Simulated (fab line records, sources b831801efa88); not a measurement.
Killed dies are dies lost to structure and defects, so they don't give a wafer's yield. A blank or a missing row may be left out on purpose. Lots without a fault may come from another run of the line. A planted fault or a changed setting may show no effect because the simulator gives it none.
A struck lot beside a sound one | flow sky130 | 42 steps out of a route of 708
Sound: wafers L223.3, L223.5, L223.6. Struck: wafer L231.4. (L231.1, L231.6 of the same lot were not struck and are left out.) The cause comes at the end.
At each step with rows: each side's tool, then ch and its chambers, then its first start. Under that, the readings that differ: sound wafers | struck wafers | difference of the means | sigmas: that difference in standard deviations of wafers without a fault.
alike: readings whose means differ by less than 2 such deviations, and words and numbers that are the same on both sides. not compared: withheld readings, readings that some wafer has no value for, bounds like >300 that may hide the same value, and numbers for which the record gives no deviation and whose values overlap.
The two part at a step that has a row with sigmas, a row that says differs or no value, or rows on one side only. Numbers that don't overlap but have no deviation are shown without sigmas and don't part them. A reading that every wafer of one side lacks parts them only if that side has two wafers or more.

SKY_SD_P_CD_MEAS_07: target cd 380 nm.
  sound on cd_sem-02, day 25 22:18; struck on cd_sem-01, day 28 13:20
  alike: cd_nm
SKY_SD_P_OVL_MEAS_08:
  sound on overlay-02, day 25 22:24; struck on overlay-01, day 28 13:27
  alike: SD_P_OVL
then, 1 step without rows for these wafers: SKY_SD_P_IMPLANT_09.
SKY_SD_P_STRIP_10: strips in O2/N2.
  sound on plasma_asher-04 ch 0,1, day 25 22:36; struck on plasma_asher-04 ch 1, day 28 13:38
  alike: drypump_motor_current_A, oes_product_au, strip_time_to_endpoint_s
  not compared: rf_hours_counter_h
SKY_SD_P_TW_MEAS_11:
  sound on film_metro-04, day 25 22:41; struck on film_metro-01, day 28 13:44
  alike: SD_P_TW
then, 7 steps without rows for these wafers: SKY_RES_XHIGH_DEHYDRATE_00 (time 60 s); SKY_RES_XHIGH_HMDS_01 (prime time 60 s); SKY_RES_XHIGH_COAT_02 (resist thk 1140 nm); SKY_RES_XHIGH_SOFTBAKE_03 (time 60 s); SKY_RES_XHIGH_EXPOSE_04 (exposes mask URPM, target cd 1270 nm); SKY_RES_XHIGH_PEB_05; SKY_RES_XHIGH_DEVELOP_06 (develop time 60 s).
SKY_RES_XHIGH_IMPLANT_07:
  sound on implanter-04 ch 0, day 27 03:47; struck on implanter-04 ch 0, day 29 17:34
  alike: beam_on_s, faraday_current_uA
SKY_RES_XHIGH_STRIP_08: strips in O2/N2.
  sound on plasma_asher-04 ch 0,1, day 27 03:55; struck on plasma_asher-04 ch 0, day 29 17:43
  reading               | sound             | struck | difference | sigmas
  oes_product_au (a.u.) | 0.716 0.707 0.708 | 0.723  | +0.013     | +3
  alike: drypump_motor_current_A, strip_time_to_endpoint_s
  not compared: rf_hours_counter_h
SKY_RES_XHIGH_TW_MEAS_09:
  sound on film_metro-01, day 27 04:00; struck on film_metro-04, day 29 17:49
  alike: RES_XHIGH_TW
then, 7 steps without rows for these wafers: SKY_SD_N_DEHYDRATE_00 (time 60 s); SKY_SD_N_HMDS_01 (prime time 60 s); SKY_SD_N_COAT_02 (resist thk 1140 nm); SKY_SD_N_SOFTBAKE_03 (time 60 s); SKY_SD_N_EXPOSE_04 (exposes mask NSDM, target cd 380 nm); SKY_SD_N_PEB_05; SKY_SD_N_DEVELOP_06 (develop time 60 s).
SKY_SD_N_CD_MEAS_07: target cd 380 nm.
  sound on cd_sem-02, day 28 08:05; struck on cd_sem-02, day 30 21:44
  alike: cd_nm
SKY_SD_N_OVL_MEAS_08:
  sound on overlay-01, day 28 08:10; struck on overlay-01, day 30 21:51
  alike: SD_N_OVL
then, 2 steps without rows for these wafers: SKY_SD_N_IMPLANT_09; SKY_SD_N_IMPLANT_10.
SKY_SD_N_STRIP_11: strips in O2/N2.
  sound on plasma_asher-01 ch 0,1, day 28 08:32; struck on plasma_asher-03 ch 1, day 30 22:11
  alike: drypump_motor_current_A, oes_product_au, strip_time_to_endpoint_s
  not compared: rf_hours_counter_h
SKY_SD_N_TW_MEAS_12:
  sound on film_metro-01, day 28 08:37; struck on film_metro-01, day 30 22:17
  alike: SD_N_TW
then, 1 step without rows for these wafers: SKY_SD_N_CLEAN_13 (cleans in SC1/SC2, time 150 s).
SKY_SD_N_RTA_14: time 2 s.
  sound on rtp_anneal-01 ch 0, day 28 08:43; struck on rtp_anneal-01 ch 0, day 30 22:24
  alike: anneal_temp_c_max, lamp_power_pct, wafer_temp_C_max
SKY_SD_N_RS_MEAS_16: measures by four-point-probe.
  sound on film_metro-02, day 28 08:55; struck on film_metro-02, day 30 22:34
  alike: SD_N_RS
SKY_SD_N_RS_MEAS_17: measures by four-point-probe.
  sound on film_metro-02, day 28 09:02; struck on film_metro-02, day 30 22:41
  alike: SD_P_RS
SKY_SD_N_RS_MEAS_18: measures by four-point-probe.
  sound on film_metro-02, day 28 09:10; struck on film_metro-02, day 30 22:49
  reading               | sound             | struck | difference | sigmas
  RES_XHIGH_RS (ohm/sq) | 332.5 332.3 331.6 | 335.6  | +3.5       | +4
then, 2 steps without rows for these wafers: SKY_SALICIDE_CLEAN_00 (cleans in HF-last, time 30 s); SKY_LI_CONTACT_HDPCVD_00 (deposits PSG, target thk 930 nm, time 155 s).
SKY_LI_CONTACT_THK_MEAS_01:
  sound on film_metro-04, day 28 09:23; struck on film_metro-01, day 30 23:03
  alike: LI_CONTACT_HDPCVD_THK
SKY_LI_CONTACT_CMP_02: polishes PSG.
  sound on cmp-02 ch 0,1, day 28 09:28; struck on cmp-01 ch 1, day 30 23:07
  alike: motor_current_A, retaining_ring_pressure_frac, slurry_flow_ml_min, time_to_endpoint_s
SKY_LI_CONTACT_BOW_MEAS_03:
  sound on film_metro-02, day 28 09:46; struck on film_metro-04, day 30 23:25
  alike: LI_CONTACT_BOW
then, 3 steps without rows for these wafers: SKY_LI_CONTACT_DEHYDRATE_04 (time 60 s); SKY_LI_CONTACT_HMDS_05 (prime time 60 s); SKY_LI_CONTACT_COAT_06 (resist thk 60 nm).
-- the record jumps here: 17 days lie between the struck wafers' starts before and after (it left off in module LI_CONTACT and takes up again in module PAD_OPEN, whose first step shown is number 708 of the route) --
SKY_PAD_OPEN_PROBE_99:
  sound on prober-02, day 46 03:57; struck on prober-02, day 48 03:11
  reading                                  | sound             | struck | difference | sigmas
  model.etest.res_xhigh_po.rs_ohm_sq_range | 80.41 74.26 56.54 | 315    | +245       |
  alike: killed_at_M0_to_M3, killed_at_M4_up, killed_at_contacts, killed_at_front_end, killed_at_other, killed_dies, killed_open, killed_short

WHERE THEY PART
First at SKY_RES_XHIGH_STRIP_08; last, within this record, at SKY_SD_N_RS_MEAS_18. Later steps at which nothing parts them and some readings are alike: SKY_LI_CONTACT_THK_MEAS_01, SKY_LI_CONTACT_CMP_02, SKY_LI_CONTACT_BOW_MEAS_03, SKY_PAD_OPEN_PROBE_99.

WHY: what the simulator had put in
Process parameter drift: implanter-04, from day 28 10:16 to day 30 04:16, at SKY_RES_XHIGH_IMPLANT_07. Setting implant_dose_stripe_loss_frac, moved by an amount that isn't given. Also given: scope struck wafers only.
